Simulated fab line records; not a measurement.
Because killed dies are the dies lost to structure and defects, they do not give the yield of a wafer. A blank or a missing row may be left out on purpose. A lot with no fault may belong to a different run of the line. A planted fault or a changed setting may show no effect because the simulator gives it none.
Matching of chambers | flow sky130 | rie diel-01 running SKY_SONOS_ONO_ETCH_15: 4 sister chambers
The step etches the open film in CHF3/O2, target depth 19.52 nm, time 7.8 s. 8 wafers are shown with their chamber, then 10 later ones without.

## WAFERS PAIRED WITH THEIR CHAMBERS
wafer  | chamber | drypump motor current A (A) | oes product au (a.u.)
L581.6 | 1       | 5.51                        | 0.998
L582.5 | 3       | 5.97                        | 1.003
L583.6 | 3       | 5.93                        | 1.010
L590.2 | 2       | 5.59                        | 1.005
L590.4 | 1       | 5.48                        | 0.998
L590.5 | 0       | 5.95                        | 1.012
L591.1 | 0       | 5.97                        | 1.010
L591.2 | 2       | 5.63                        | 1.012

## WAFERS WHOSE CHAMBER IS MISSING
wafer  | drypump motor current A (A) | oes product au (a.u.)
L591.4 | 5.50                        | 1.014
L592.2 | 5.98                        | 1.002
L592.3 | 5.61                        | 0.994
L592.5 | 5.95                        | 1.002
L595.3 | 6.00                        | 0.998
L595.4 | 5.61                        | 1.006
L595.5 | 5.61                        | 1.012
L596.3 | 5.97                        | 1.010
L596.4 | 5.94                        | 1.012
L596.5 | 5.61                        | 1.012

## EACH ONE'S CHAMBER
wafer  | from the rows above     | in truth
L591.4 | can't be placed: 1 or 2 | 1
L592.2 | can't be placed: 3 or 0 | 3
L592.3 | can't be placed: 2 or 1 | 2
L592.5 | can't be placed: 3 or 0 | 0
L595.3 | can't be placed: 3 or 0 | 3
L595.4 | 2                       | 2
L595.5 | 2                       | 2
L596.3 | can't be placed: 0 or 3 | 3
L596.4 | can't be placed: 0 or 3 | 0
L596.5 | 2                       | 2
Correctly placed: 3 of 10. Cannot be placed on the basis of these rows: 7; the candidates contain the true chamber in 7. 0 placed wrongly.
How it was worked out, from the rows above alone: a wafer's distance from a chamber is the root of the sum, over the readings, of the square of ((its reading less the chamber's mean) divided by the reading's scatter). If the next closest chamber is less than 2 further off than the closest, the wafer can't be placed; otherwise it belongs to the closest. Each chamber's mean is taken over the wafers shown for it. The scatter: take each reading less its chamber's mean, square it, sum over the shown wafers, divide by the number of wafers less the number of chambers, and take the root.
